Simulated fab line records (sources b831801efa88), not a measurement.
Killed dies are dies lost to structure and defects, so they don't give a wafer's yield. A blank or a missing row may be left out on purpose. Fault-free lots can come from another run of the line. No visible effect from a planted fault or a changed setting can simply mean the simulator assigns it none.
Tool commonality check / flow gf180mcu / Lots sampled 12, wafers sampled 36

## WHY IT WAS OPENED
2 of 12 lots carry a flag on the reading V5_CVD_00_THK at GF_V5_THK_MEAS_01. No-fault wafers: 314 nm, standard deviation 3.6.
Rule: a lot is flagged when every wafer of it that has a number lies more than 4 standard deviations from that mean, or none has a number. The other lots count as sound.

lot=L492; measured=day 27 05:28; on=filmMetro-03; V5_CVD_00_THK (nm), wafer by wafer=316 320 312; flag=
lot=L494; measured=day 27 13:18; on=filmMetro-04; V5_CVD_00_THK (nm), wafer by wafer=315 312 314; flag=
lot=L493; measured=day 27 16:12; on=filmMetro-04; V5_CVD_00_THK (nm), wafer by wafer=317 320 317; flag=
lot=L495; measured=day 27 20:20; on=filmMetro-03; V5_CVD_00_THK (nm), wafer by wafer=321 319 318; flag=
lot=L496; measured=day 28 07:19; on=filmMetro-03; V5_CVD_00_THK (nm), wafer by wafer=313 314 316; flag=
lot=L498; measured=day 28 21:17; on=filmMetro-04; V5_CVD_00_THK (nm), wafer by wafer=317 319 317; flag=
lot=L501; measured=day 29 14:17; on=filmMetro-02; V5_CVD_00_THK (nm), wafer by wafer=308 312 310; flag=
lot=L503; measured=day 30 01:03; on=filmMetro-02; V5_CVD_00_THK (nm), wafer by wafer=312 317 314; flag=
lot=L505; measured=day 30 15:14; on=filmMetro-03; V5_CVD_00_THK (nm), wafer by wafer=311 312 309; flag=
lot=L507; measured=day 31 03:21; on=filmMetro-02; V5_CVD_00_THK (nm), wafer by wafer=312 310 309; flag=
lot=L511; measured=day 32 05:26; on=filmMetro-03; V5_CVD_00_THK (nm), wafer by wafer=252 254 251; flag=FLAGGED
lot=L513; measured=day 32 16:05; on=filmMetro-04; V5_CVD_00_THK (nm), wafer by wafer=252 247 248; flag=FLAGGED
Average over the flagged lots: 251 nm; offset from the usual -63 nm, equal to -18 standard deviations.

## TOOL THAT RAN EACH LOT
The record holds 3 process steps before the reading, out of a route of 602 steps. In each cell: the tool, then ch and the chambers that the sampled wafers went through, then the start.
lot=L492; flag=; GF_MIM_SPUTTER_01=pvdSputter-02, day 25 10:22; GF_MIM_STRIP_20=plasmaAsher-02 ch 0,1, day 26 07:03; GF_V5_CVD_00=hdpcvd-01 ch 1,2, day 27 05:25
lot=L494; flag=; GF_MIM_SPUTTER_01=pvdSputter-04, day 25 18:07; GF_MIM_STRIP_20=plasmaAsher-03 ch 0,1, day 26 15:13; GF_V5_CVD_00=hdpcvd-01 ch 0,1,2, day 27 13:15
lot=L493; flag=; GF_MIM_SPUTTER_01=pvdSputter-01, day 25 21:08; GF_MIM_STRIP_20=plasmaAsher-02 ch 0,1, day 26 18:07; GF_V5_CVD_00=hdpcvd-01 ch 0,1,2, day 27 16:08
lot=L495; flag=; GF_MIM_SPUTTER_01=pvdSputter-04, day 26 03:12; GF_MIM_STRIP_20=plasmaAsher-01 ch 0,1, day 26 23:42; GF_V5_CVD_00=hdpcvd-01 ch 0,1, day 27 20:17
lot=L496; flag=; GF_MIM_SPUTTER_01=pvdSputter-01, day 26 13:24; GF_MIM_STRIP_20=plasmaAsher-03 ch 0,1, day 27 09:44; GF_V5_CVD_00=hdpcvd-01 ch 0,2, day 28 07:15
lot=L498; flag=; GF_MIM_SPUTTER_01=pvdSputter-02, day 27 03:41; GF_MIM_STRIP_20=plasmaAsher-02 ch 0,1, day 27 23:46; GF_V5_CVD_00=hdpcvd-02 ch 0,1,2, day 28 21:14
lot=L501; flag=; GF_MIM_SPUTTER_01=pvdSputter-04, day 27 22:18; GF_MIM_STRIP_20=plasmaAsher-02 ch 0,1, day 28 18:07; GF_V5_CVD_00=hdpcvd-01 ch 0,1,2, day 29 14:14
lot=L503; flag=; GF_MIM_SPUTTER_01=pvdSputter-02, day 28 09:00; GF_MIM_STRIP_20=plasmaAsher-01 ch 0, day 29 04:28; GF_V5_CVD_00=hdpcvd-02 ch 0,1,2, day 30 01:00
lot=L505; flag=; GF_MIM_SPUTTER_01=pvdSputter-04, day 29 00:09; GF_MIM_STRIP_20=plasmaAsher-02 ch 0,1, day 29 19:03; GF_V5_CVD_00=hdpcvd-01 ch 0,1,2, day 30 15:11
lot=L507; flag=; GF_MIM_SPUTTER_01=pvdSputter-01, day 29 12:48; GF_MIM_STRIP_20=plasmaAsher-02 ch 0,1, day 30 07:54; GF_V5_CVD_00=hdpcvd-01 ch 0,1, day 31 03:18
lot=L511; flag=FLAGGED; GF_MIM_SPUTTER_01=pvdSputter-01, day 30 16:57; GF_MIM_STRIP_20=plasmaAsher-02 ch 0,1, day 31 11:01; GF_V5_CVD_00=hdpcvd-01 ch 0,1,2, day 32 05:24
lot=L513; flag=FLAGGED; GF_MIM_SPUTTER_01=pvdSputter-02, day 31 03:41; GF_MIM_STRIP_20=plasmaAsher-01 ch 0,1, day 31 21:37; GF_V5_CVD_00=hdpcvd-01 ch 0,1, day 32 16:02
What is done by these steps:
- GF_MIM_SPUTTER_01: material TiN, target thk 30 nm, time 25 s.
- GF_MIM_STRIP_20: strips in O2/N2.
- GF_V5_CVD_00: deposits SiO2, target thk 300 nm, time 52.32 s.
- GF_V5_THK_MEAS_01

## FLAGGED OVER TOTAL, TOOL BY TOOL (the gauges that took the reading come last)
step=GF_MIM_SPUTTER_01; tool=pvdSputter-01; lots run=4; flagged=1; share of the flagged lots=some; sound lots run after its first flagged lot=0
step=GF_MIM_SPUTTER_01; tool=pvdSputter-02; lots run=4; flagged=1; share of the flagged lots=some; sound lots run after its first flagged lot=0
step=GF_MIM_SPUTTER_01; tool=pvdSputter-04; lots run=4; flagged=0; share of the flagged lots=none; sound lots run after its first flagged lot=-
step=GF_MIM_STRIP_20; tool=plasmaAsher-01; lots run=3; flagged=1; share of the flagged lots=some; sound lots run after its first flagged lot=0
step=GF_MIM_STRIP_20; tool=plasmaAsher-02; lots run=7; flagged=1; share of the flagged lots=some; sound lots run after its first flagged lot=0
step=GF_MIM_STRIP_20; tool=plasmaAsher-03; lots run=2; flagged=0; share of the flagged lots=none; sound lots run after its first flagged lot=-
step=GF_V5_CVD_00; tool=hdpcvd-01; lots run=10; flagged=2; share of the flagged lots=all; sound lots run after its first flagged lot=0
step=GF_V5_CVD_00; tool=hdpcvd-02; lots run=2; flagged=0; share of the flagged lots=none; sound lots run after its first flagged lot=-
step=GF_V5_THK_MEAS_01; tool=filmMetro-02; lots run=3; flagged=0; share of the flagged lots=none; sound lots run after its first flagged lot=-
step=GF_V5_THK_MEAS_01; tool=filmMetro-03; lots run=5; flagged=1; share of the flagged lots=some; sound lots run after its first flagged lot=0
step=GF_V5_THK_MEAS_01; tool=filmMetro-04; lots run=4; flagged=1; share of the flagged lots=some; sound lots run after its first flagged lot=0

## WHAT THE TABLE PERMITS
Rows of the table that ran each flagged lot: 1, that is hdpcvd-01 at GF_V5_CVD_00.
- hdpcvd-01 at GF_V5_CVD_00 ran 10 lots, 2 of them flagged. Its last sound lot is L507 (day 31 03:18), its first flagged lot L511 (day 32 05:24): a fault that began between those two fits.
What remains is a single tool, hdpcvd-01 at GF_V5_CVD_00.

## WHAT THE SIMULATOR HAD INSERTED
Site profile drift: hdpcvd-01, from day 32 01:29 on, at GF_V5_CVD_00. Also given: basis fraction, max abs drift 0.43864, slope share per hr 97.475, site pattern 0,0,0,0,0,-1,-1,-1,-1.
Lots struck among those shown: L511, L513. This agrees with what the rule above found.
